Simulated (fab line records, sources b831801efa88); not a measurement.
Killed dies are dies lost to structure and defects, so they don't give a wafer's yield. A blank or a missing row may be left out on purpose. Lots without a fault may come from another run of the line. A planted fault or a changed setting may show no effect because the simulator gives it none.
One fault seen from 2 desks | flow gf180mcu | each desk has only its own numbers; what lay behind them comes last

THE METROLOGY DESK
What the gauges read, lot by lot, whatever tool the lot ran on: means of the sampled wafers that have a number. A lot is out of limits, marked OUT, if its mean lies more than 4 standard deviations from the usual mean; the brackets give that distance.
Columns: A = MVPSD_OVL at GF_MVPSD_OVL_MEAS_07, usual 1.1 nm; B = LVPWELL_RS at GF_VT_IMPLANT_RS_MEAS_48, usual 1195.6 ohm/sq; C = MVPSD_RS at GF_VT_IMPLANT_RS_MEAS_49, usual 1168 ohm/sq; D = HV_LDD_CVD_56_THK at GF_HV_LDD_THK_MEAS_57, usual 90.1 nm
lot  | first seen here | A    | B                | C    | D
L674 | day 5 07:13     | 3.8  | 1196.4           | 1167 | 88.9
L675 | day 5 13:43     | 1.5  | 1197.3           | 1167 | 89.1
L676 | day 5 18:37     | 1.0  | 1192.5           | 1169 | 90.9
L680 | day 6 21:25     | 1.0  | 1194.4           | 1170 | 91.0
L679 | day 6 21:59     | -0.5 | 1196.9           | 1169 | 90.8
L681 | day 7 01:29     | 2.4  | 1201.3           | 1171 | 90.4
L682 | day 7 13:06     | 3.5  | 1158.7 (-13) OUT | 1172 | 89.5
L685 | day 8 02:13     | 2.1  | 1157.1 (-14) OUT | 1165 | 90.7
L686 | day 8 07:59     | -1.3 | 1154.9 (-15) OUT | 1164 | 89.6
L688 | day 8 22:55     | 1.6  | 1194.7           | 1165 | 90.4
L689 | day 9 01:20     | 0.8  | 1193.7           | 1165 | 90.6
L694 | day 10 06:52    | -1.0 | 1193.8           | 1168 | 89.5
This desk's finding: out of limits on L682, L685, L686; first on L682, day 10 11:57 (LVPWELL_RS at GF_VT_IMPLANT_RS_MEAS_48). In limits: L674, L675, L676, L680, L679, L681, L688, L689, L694.

THE TOOL OWNER'S DESK: implanter-04
The tool's own readings at GF_LVPWELL_IMPLANT_08: means of the sampled wafers that have a number, for each lot that ran on this tool. A lot is out of limits, marked OUT, if its mean lies more than 4 standard deviations from the usual mean; the brackets give that distance.
Columns: A = beam_energy_keV at GF_LVPWELL_IMPLANT_08, usual 170.01
lot  | first seen here | A
L680 | day 5 14:17     | 169.99
L679 | day 5 14:59     | 169.99
L681 | day 5 18:23     | 170.10
L682 | day 6 04:12     | 201.58 (+99 or more) OUT
L685 | day 6 18:00     | 201.68 (+99 or more) OUT
L686 | day 6 22:44     | 201.59 (+99 or more) OUT
This desk's finding: out of limits on L682, L685, L686; first on L682, day 6 04:12 (beam_energy_keV at GF_LVPWELL_IMPLANT_08). In limits: L680, L679, L681.

PUT TOGETHER
The tool owner's desk could have raised an alarm at day 6 04:12, on L682, L685, L686.
The metrology desk could have raised an alarm at day 10 11:57, on L682, L685, L686.
Of the lots named, all ran GF_LVPWELL_IMPLANT_08 on implanter-04.

WHAT THE SIMULATOR HAD PUT IN
Process parameter drift: implanter-04, from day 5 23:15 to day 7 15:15, at GF_LVPWELL_IMPLANT_08. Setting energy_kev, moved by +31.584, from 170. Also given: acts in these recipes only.
Lots struck among those shown: L682, L685, L686.
Hours from the fault's start to each desk's first reading out of limits: the tool owner's desk, 5; the metrology desk, 109.
